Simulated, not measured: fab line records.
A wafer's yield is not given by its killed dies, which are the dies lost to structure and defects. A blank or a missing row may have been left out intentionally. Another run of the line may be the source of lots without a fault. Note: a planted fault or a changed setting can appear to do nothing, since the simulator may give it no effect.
fab line records	flow sky130
[record] lots = 15	wafers = 45	lastDay = 50
route steps=708 shown VIA1@458 PAD_OPEN@708
lots untouched by any fault: they come from a run of this same line in which no faults occurred
startH: hours from the record's first day to the start of the lot's first wafer shown	waitH: hours since the lot's step before	" as in the row above	L1.1+2: several wafers, shown together as one row	- value missing, or start not given	* or withheld: withheld	< > ~ a bound
route shown NAME@n: names a module that has steps shown in the file, with the first one's number in the route	usual: mean/standard deviation taken from wafers without a fault	same: alike in all rows	chamber/n: place in a boat	sites: per-site readings	_std_site: how widely they spread, as a standard deviation	_edge_site: the outer-site mean with the inner-site mean subtracted	radiusMm: how far each site lies from the wafer's centre	mask NAME#n: copy n	behind: the last tool/chamber to shape the wafer	hold: why the lot went on hold/how many hours it stayed there/how the hold came to an end	device: the n, p or np transistor that did not switch	end of line: at the end of the route, the tests of the same wafers	for a step that has no rows: nothing shown but its recipe	killed: not the wafer's yield, but the dies lost to structure and defects at the first sort	map: a wafer's dies, x killed, . not, _ none there
set.NAME: the setting the step ran with; set.NAME@STEP: the setting that earlier step ran with	model.NAME: the simulator's own value behind a step, which no gauge read
the route's steps for a sample of lots (tables are steps, rows are wafers)
services: a tool's chamber out of use, with start hour (startH, from the record's first day; less than 0 if before it), hours out, and reason
[[steps]]
[step SKY_VIA1_HDPCVD_00]
[recipe] material = SiO2	targetThkNm = 1030	sigmaOpenFrac = 0.3	timeS = 171.7	tempC = 400	sih4FlowSccm = 60	pressureMtorr = 6
[usual] runLengthS = 199.4/0.42
lot.wafer	tool	chamber	startH	waitH	runLengthS
L176.1	hdpcvd-02	2	770.52	0.0	198.9
L176.3	"	0	"	"	199.4
L176.6	"	2	"	"	199.2
L177.3	hdpcvd-02	1	781.42	0.1	199.4
L177.5	"	1	"	"	199.7
L177.6	"	0	"	"	199.8
L178.1	hdpcvd-02	0	781.65	0.0	199.1
L178.2	"	1	"	"	199.4
L178.5	"	0	"	"	199.0
L179.1	hdpcvd-02	2	787.57	0.0	198.9
L179.2	"	0	"	"	199.4
L179.3	"	1	"	"	199.9
L180.1	hdpcvd-02	2	797.84	0.0	198.9
L180.3	"	0	"	"	199.0
L180.6	"	0	"	"	199.3
L182.1	hdpcvd-02	1	818.06	0.0	199.5
L182.2	"	2	"	"	199.2
L182.3	"	0	"	"	199.4
L184.1	hdpcvd-02	1	826.75	0.0	199.3
L184.2	"	0	"	"	200.0
L184.4	"	0	"	"	198.8
L186.1	hdpcvd-02	1	843.15	0.0	199.4
L186.2	"	2	"	"	199.0
L186.6	"	0	"	"	199.1
L187.3	hdpcvd-01	2	856.67	0.1	200.1
L187.5	"	0	"	"	198.4
L187.6	"	2	"	"	199.7
L190.1	hdpcvd-02	1	869.95	0.0	200.2
L190.5	"	2	"	"	199.8
L190.6	"	0	"	"	198.9
L192.2	hdpcvd-02	0	889.94	0.0	189.0
L192.3	"	2	"	"	188.9
L192.6	"	2	"	"	188.7
L193.1	hdpcvd-02	1	896.81	0.0	189.2
L193.5	"	2	"	"	188.8
L193.6	"	1	"	"	190.2
L194.2	hdpcvd-02	0	906.08	0.0	189.7
L194.5	"	1	"	"	189.1
L194.6	"	2	"	"	189.0
L197.2	hdpcvd-01	0	920.16	0.0	198.5
L197.4	"	2	"	"	200.2
L197.6	"	1	"	"	199.2
L199.1	hdpcvd-01	2	934.19	0.0	199.7
L199.4	"	2	"	"	199.8
L199.5	"	0	"	"	198.3
[step SKY_VIA1_THK_MEAS_01]
[recipe] reads = SiO2_of_VIA1_HDPCVD_00
[usual] VIA1_HDPCVD_THK = 1022/9.9
lot.wafer	tool	chamber	startH	waitH	VIA1_HDPCVD_THK[nm]
L176.1	filmMetro-02	-	770.63	0.1	1023
L176.3	"	-	"	"	1029
L176.6	"	-	"	"	1026
L177.3	filmMetro-02	-	781.55	0.1	1020
L177.5	"	-	"	"	1014
L177.6	"	-	"	"	1029
L178.1	filmMetro-03	-	781.81	0.1	1020
L178.2	"	-	"	"	1015
L178.5	"	-	"	"	1009
L179.1	filmMetro-04	-	787.68	0.1	1023
L179.2	"	-	"	"	1029
L179.3	"	-	"	"	1013
L180.1	filmMetro-04	-	797.95	0.1	1025
L180.3	"	-	"	"	1034
L180.6	"	-	"	"	1031
L182.1	filmMetro-04	-	818.17	0.1	1011
L182.2	"	-	"	"	1027
L182.3	"	-	"	"	1019
L184.1	filmMetro-03	-	826.87	0.1	1015
L184.2	"	-	"	"	1029
L184.4	"	-	"	"	1031
L186.1	filmMetro-04	-	843.26	0.1	1006
L186.2	"	-	"	"	1033
L186.6	"	-	"	"	1020
L187.3	filmMetro-04	-	856.80	0.1	1017
L187.5	"	-	"	"	1016
L187.6	"	-	"	"	1021
L190.1	filmMetro-04	-	870.06	0.1	1008
L190.5	"	-	"	"	1031
L190.6	"	-	"	"	1014
L192.2	filmMetro-04	-	890.06	0.1	957
L192.3	"	-	"	"	970
L192.6	"	-	"	"	962
L193.1	filmMetro-04	-	896.92	0.1	949
L193.5	"	-	"	"	973
L193.6	"	-	"	"	953
L194.2	filmMetro-03	-	906.20	0.1	959
L194.5	"	-	"	"	950
L194.6	"	-	"	"	968
L197.2	filmMetro-02	-	920.28	0.1	1039
L197.4	"	-	"	"	1036
L197.6	"	-	"	"	1053
L199.1	filmMetro-02	-	934.30	0.1	1042
L199.4	"	-	"	"	1024
L199.5	"	-	"	"	1016
[step SKY_PAD_OPEN_PROBE_99]
[usual] defectLimitedYield = 82.6/1.8	killed_at_M0_to_M3 = 43/6.6	killed_at_M4_up = 3.4/1.8	killedAtContacts = 24/4.9	killedAtFrontEnd = 15/4.1	killedAtOther = 0.3/0.55	killedDies = 85/8.8	killedOpen = 46/6.1	killedShort = 39/5.7	sort_bin_3_pad_short = 0.9/0.41	sort_bin_5_function = 10.1/1.5	sort_bin_6_memory = 6.4/1	sortNPass = 407/8.8	sortYieldPct = 82.6/1.8
[same] grossDies = 492	killedAtBackSide = 0	sort_bin_4_leakage[%] = 0	sort_bin_8_speed[%] = 0
lot.wafer	tool	chamber	startH	waitH	defectLimitedYield[%]	killed_at_M0_to_M3	killed_at_M4_up	killedAtContacts	killedAtFrontEnd	killedAtOther	killedDies	killedOpen	killedShort	sort_bin_3_pad_short[%]	sort_bin_5_function[%]	sort_bin_6_memory[%]	sortNPass	sortYieldPct[%]
L176.1	prober-02	-	1081.43	0.1	79.1	54	2	21	25	1	103	66	37	0.6	13.0	7.3	389	79.1
L176.3	prober-02	-	1081.53	0.2	80.9	60	4	16	13	1	94	51	43	1.4	10.0	7.7	398	80.9
L176.6	prober-02	-	1081.68	0.2	81.9	44	2	25	18	0	89	53	36	1.2	11.0	5.9	403	81.9
L184.1	prober-02	-	1124.86	0.1	81.1	52	3	28	10	0	93	57	36	0.4	12.8	5.7	399	81.1
L184.2	prober-02	-	1124.91	0.1	83.7	38	4	22	15	1	80	40	40	0.8	7.5	7.9	412	83.7
L184.4	prober-02	-	1125.01	0.2	84.8	44	2	20	9	0	75	38	37	1.0	9.8	4.5	417	84.8
L186.1	prober-02	-	1139.27	0.1	82.5	49	2	21	14	0	86	47	39	1.2	9.8	6.5	406	82.5
L186.2	prober-02	-	1139.32	0.1	86.0	37	3	18	11	0	69	40	29	0.2	6.5	7.3	423	86.0
L186.6	prober-02	-	1139.52	0.2	83.5	37	0	29	15	0	81	51	30	0.8	10.0	5.7	411	83.5
L190.1	prober-02	-	1155.20	0.1	81.3	46	7	16	23	0	92	51	41	0.2	12.6	5.9	400	81.3
L190.5	prober-02	-	1155.40	0.2	80.7	46	1	25	22	1	95	50	44	1.0	11.6	6.7	397	80.7
L190.6	prober-02	-	1155.45	0.2	80.3	49	5	30	12	1	97	53	44	0.4	12.2	7.1	395	80.3
L192.2	prober-02	-	1167.98	0.1	82.9	37	3	24	20	0	84	45	39	0.8	11.8	4.5	408	82.9
L192.3	prober-02	-	1168.03	0.2	83.3	45	6	17	14	0	82	40	42	0.8	8.9	6.9	410	83.3
L192.6	prober-02	-	1168.18	0.2	83.5	38	4	21	18	0	81	47	34	0.6	10.6	5.3	411	83.5
L193.1	prober-01	-	1174.40	0.1	83.1	45	5	19	14	0	83	46	37	1.4	9.6	5.9	409	83.1
L193.5	prober-01	-	1174.60	0.2	82.9	29	4	29	22	0	84	50	34	1.2	10.2	5.7	408	82.9
L193.6	prober-01	-	1174.65	0.2	83.7	33	2	27	18	0	80	45	35	0.4	8.9	6.9	412	83.7
// killed by level:class
L176.1 VIA1:geometricParticle:open=19 CONTACT:geometricParticle:open=10 VIA3:geometricParticle:open=9 POLY_GATE:geometricParticle:open=7 FIELD_ISO:geometricParticle:open=6 VIA2:geometricParticle:short=6 VIA2:geometricParticle:open=5 LI_CONTACT:geometricParticle:open=4
L176.3 VIA1:geometricParticle:open=17 VIA3:geometricParticle:open=9 METAL2:geometricParticle:short=8 VIA2:geometricParticle:open=7 CONTACT:geometricParticle:open=7 METAL1:geometricParticle:short=7 POLY_GATE:geometricParticle:short=5 POLY_GATE:geometricParticle:open=4
L176.6 VIA1:geometricParticle:open=13 CONTACT:geometricParticle:open=11 VIA3:geometricParticle:open=10 LI_CONTACT:geometricParticle:open=6 FIELD_ISO:geometricParticle:short=5 METAL2:geometricParticle:short=5 POLY_GATE:geometricParticle:short=4 LOCAL_INTERCONNECT:geometricParticle:short=4
L184.1 VIA1:geometricParticle:open=11 LI_CONTACT:geometricParticle:open=8 VIA2:geometricParticle:open=8 VIA3:geometricParticle:open=7 POLY_GATE:geometricParticle:open=6 CONTACT:geometricParticle:open=6 METAL2:geometricParticle:short=6 CONTACT:geometricParticle:short=5
L184.2 CONTACT:geometricParticle:open=7 VIA1:geometricParticle:open=7 POLY_GATE:geometricParticle:short=6 LI_CONTACT:geometricParticle:open=6 METAL1:geometricParticle:short=6 METAL2:geometricParticle:short=5 VIA3:geometricParticle:open=5 FIELD_ISO:geometricParticle:open=4
L184.4 VIA3:geometricParticle:open=11 VIA1:geometricParticle:open=9 LI_CONTACT:geometricParticle:open=5 LOCAL_INTERCONNECT:geometricParticle:short=4 CONTACT:geometricParticle:short=4 CONTACT:geometricParticle:open=4 METAL2:geometricParticle:short=4 VIA2:geometricParticle:open=4
L186.1 VIA1:geometricParticle:open=12 METAL1:geometricParticle:short=9 CONTACT:geometricParticle:open=7 VIA3:geometricParticle:open=7 VIA1:geometricParticle:short=6 LI_CONTACT:geometricParticle:open=6 METAL2:geometricParticle:short=4 FIELD_ISO:geometricParticle:short=3
L186.2 METAL2:geometricParticle:short=9 VIA1:geometricParticle:open=7 CONTACT:geometricParticle:open=7 LI_CONTACT:geometricParticle:open=6 METAL1:geometricParticle:short=6 VIA2:geometricParticle:open=5 FIELD_ISO:geometricParticle:open=4 VIA3:geometricParticle:open=4
L186.6 CONTACT:geometricParticle:open=12 LI_CONTACT:geometricParticle:open=11 VIA1:geometricParticle:open=10 POLY_GATE:geometricParticle:short=5 METAL3:geometricParticle:short=5 FIELD_ISO:geometricParticle:open=4 METAL1:geometricParticle:open=4 METAL2:geometricParticle:short=3
L190.1 VIA1:geometricParticle:open=14 LI_CONTACT:geometricParticle:open=7 VIA1:geometricParticle:short=7 FIELD_ISO:geometricParticle:open=6 VIA2:geometricParticle:open=6 FIELD_ISO:geometricParticle:short=5 METAL4:geometricParticle:short=5 METAL3:geometricParticle:short=5
L190.5 CONTACT:geometricParticle:open=15 VIA1:geometricParticle:short=8 VIA1:geometricParticle:open=8 VIA3:geometricParticle:open=7 POLY_GATE:geometricParticle:short=6 METAL1:geometricParticle:short=5 METAL2:geometricParticle:short=5 POLY_GATE:geometricParticle:open=4
L190.6 CONTACT:geometricParticle:open=11 LI_CONTACT:geometricParticle:open=9 VIA1:geometricParticle:open=8 METAL2:geometricParticle:short=8 CONTACT:geometricParticle:short=7 VIA1:geometricParticle:short=7 VIA3:geometricParticle:open=6 VIA2:geometricParticle:open=6
L192.2 VIA1:geometricParticle:open=9 VIA2:geometricParticle:open=8 LOCAL_INTERCONNECT:geometricParticle:short=7 LI_CONTACT:geometricParticle:open=6 FIELD_ISO:geometricParticle:short=5 FIELD_ISO:geometricParticle:open=4 LI_CONTACT:geometricParticle:short=4 METAL1:geometricParticle:short=4
L192.3 METAL2:geometricParticle:short=11 CONTACT:geometricParticle:open=7 VIA1:geometricParticle:open=7 VIA2:geometricParticle:open=7 LI_CONTACT:geometricParticle:open=5 POLY_GATE:geometricParticle:short=5 METAL1:geometricParticle:short=5 VIA3:geometricParticle:open=5
L192.6 CONTACT:geometricParticle:open=10 VIA2:geometricParticle:open=8 VIA1:geometricParticle:open=6 FIELD_ISO:geometricParticle:open=5 FIELD_ISO:geometricParticle:short=4 VIA3:geometricParticle:open=4 CONTACT:geometricParticle:short=4 METAL2:geometricParticle:short=4
L193.1 VIA1:geometricParticle:open=8 VIA2:geometricParticle:open=7 VIA3:geometricParticle:open=6 VIA1:geometricParticle:short=6 METAL2:geometricParticle:short=6 POLY_GATE:geometricParticle:open=5 LI_CONTACT:geometricParticle:open=5 LOCAL_INTERCONNECT:geometricParticle:short=5
L193.5 CONTACT:geometricParticle:open=12 CONTACT:geometricParticle:short=9 VIA2:geometricParticle:open=9 VIA1:geometricParticle:open=8 FIELD_ISO:geometricParticle:short=6 FIELD_ISO:geometricParticle:open=5 POLY_GATE:geometricParticle:open=5 LI_CONTACT:geometricParticle:open=4
L193.6 CONTACT:geometricParticle:open=10 VIA1:geometricParticle:open=9 FIELD_ISO:geometricParticle:short=6 LI_CONTACT:geometricParticle:open=6 FIELD_ISO:geometricParticle:open=5 VIA2:geometricParticle:short=5 VIA2:geometricParticle:open=5 LOCAL_INTERCONNECT:geometricParticle:short=4
[[services]]
tool	chamber	startH	hours	kind
hdpcvd-02	2	777.05	7.3	repair
hdpcvd-02	-	836.44	6.0	pm
hdpcvd-01	-	851.92	0.5	repair
hdpcvd-01	1	854.85	3.5	repair
[[key]]
[firstSign] step = SKY_VIA1_HDPCVD_00	reading = runLengthS	direction = down	sigmas = 24	usual = *	struck = *
[effect] step = SKY_VIA1_THK_MEAS_01	reading = VIA1_HDPCVD_THK	direction = down	sigmas = 6.2	usual = 1022	struck = 960
metAt SKY_VIA1_HDPCVD_00
struckLots L192,L193,L194
onsetBetween 869.95 889.94
[fault] kind = processParameterDrift	tool = hdpcvd-02	chamber = -	onsetH = 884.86	steps = SKY_VIA1_HDPCVD_00	channel = timeS	offset = *	shape = step	endH = 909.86	actsIn = *	stated = *
